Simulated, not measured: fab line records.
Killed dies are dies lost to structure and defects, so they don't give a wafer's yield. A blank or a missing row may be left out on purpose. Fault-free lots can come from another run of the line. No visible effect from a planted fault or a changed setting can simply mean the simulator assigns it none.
Chamber matching + flow sky130 + SKY_VIA4_CMP_02 on cmp-01: 4 sister chambers
The step polishes SiO2. 22 wafers are shown with their chamber, then 11 later ones without.

## WAFERS WITH THEIR CHAMBER
| wafer  | chamber | motor current A (A) | head pressure psi (psi) |
|--------|---------|---------------------|-------------------------|
| L076.1 | 2       | 13.9                | 4.002                   |
| L076.4 | 0       | 12.5                | 4.020                   |
| L076.5 | 2       | 14.5                | 3.994                   |
| L077.1 | 0       | 12.4                | 4.007                   |
| L077.4 | 3       | 12.2                | 3.990                   |
| L077.6 | 3       | 12.0                | 3.990                   |
| L081.2 | 3       | 11.3                | 3.996                   |
| L081.5 | 1       | 12.9                | 3.999                   |
| L081.6 | 2       | 14.5                | 3.988                   |
| L083.1 | 3       | 11.5                | 3.990                   |
| L083.2 | 1       | 13.0                | 3.990                   |
| L083.5 | 2       | 14.7                | 4.007                   |
| L084.1 | 0       | 12.1                | 4.005                   |
| L084.2 | 2       | 14.2                | 4.010                   |
| L084.3 | 3       | 11.3                | 3.999                   |
| L087.2 | 1       | 12.5                | 3.995                   |
| L087.4 | 0       | 12.5                | 4.007                   |
| L087.6 | 1       | 12.3                | 4.004                   |
| L090.4 | 2       | 15.1                | 3.999                   |
| L090.5 | 3       | 11.7                | 4.009                   |
| L090.6 | 0       | 12.3                | 3.998                   |
| L089.1 | 0       | 12.1                | 3.990                   |

SIGNATURES, as means of the wafers listed above
| reading           | chamber 0 | chamber 1 | chamber 2 | chamber 3 | scatter within a chamber |
|-------------------|-----------|-----------|-----------|-----------|--------------------------|
| motor current A   | 12.317    | 12.675    | 14.483    | 11.667    | 0.336                    |
| head pressure psi | 4.00450   | 3.99700   | 4.00000   | 3.99567   | 0.00827                  |
Rule: for a wafer and a chamber, the distance is found by dividing, reading by reading, the gap between the wafer's reading and the chamber's mean by the reading's scatter, squaring, summing and taking the root. If the next closest chamber is less than 2 further off than the closest, the wafer can't be placed; otherwise it belongs to the closest. How the scatter is found: for the shown wafers, subtract from each reading the mean of its chamber, square and add these, divide the total by (wafers less chambers), then take the root.

## WAFERS WITH NO CHAMBER GIVEN
| wafer  | motor current A (A) | head pressure psi (psi) |
|--------|---------------------|-------------------------|
| L089.3 | 12.1                | 3.995                   |
| L089.6 | 14.9                | 3.988                   |
| L093.3 | 12.4                | 3.999                   |
| L093.4 | 14.6                | 4.005                   |
| L093.5 | 14.4                | 4.014                   |
| L095.1 | 14.6                | 3.989                   |
| L095.5 | 11.6                | 4.011                   |
| L095.6 | 14.8                | 4.003                   |
| L096.2 | 12.4                | 4.012                   |
| L096.3 | 12.2                | 3.992                   |
| L096.5 | 12.5                | 4.011                   |

## EACH ONE'S CHAMBER
| wafer  | from the rows above          | in truth |
|--------|------------------------------|----------|
| L089.3 | can't be placed: 3 or 0 or 1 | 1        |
| L089.6 | 2                            | 2        |
| L093.3 | can't be placed: 0 or 1 or 3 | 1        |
| L093.4 | 2                            | 2        |
| L093.5 | 2                            | 2        |
| L095.1 | 2                            | 2        |
| L095.5 | can't be placed: 3 or 0 or 1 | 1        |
| L095.6 | 2                            | 2        |
| L096.2 | can't be placed: 0 or 1      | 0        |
| L096.3 | can't be placed: 1 or 0 or 3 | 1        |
| L096.5 | can't be placed: 0 or 1      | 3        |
5 of 11 placed correctly. From these rows, 6 cannot be placed; in 5 the true chamber is one of the candidates. Placed wrongly: 0.
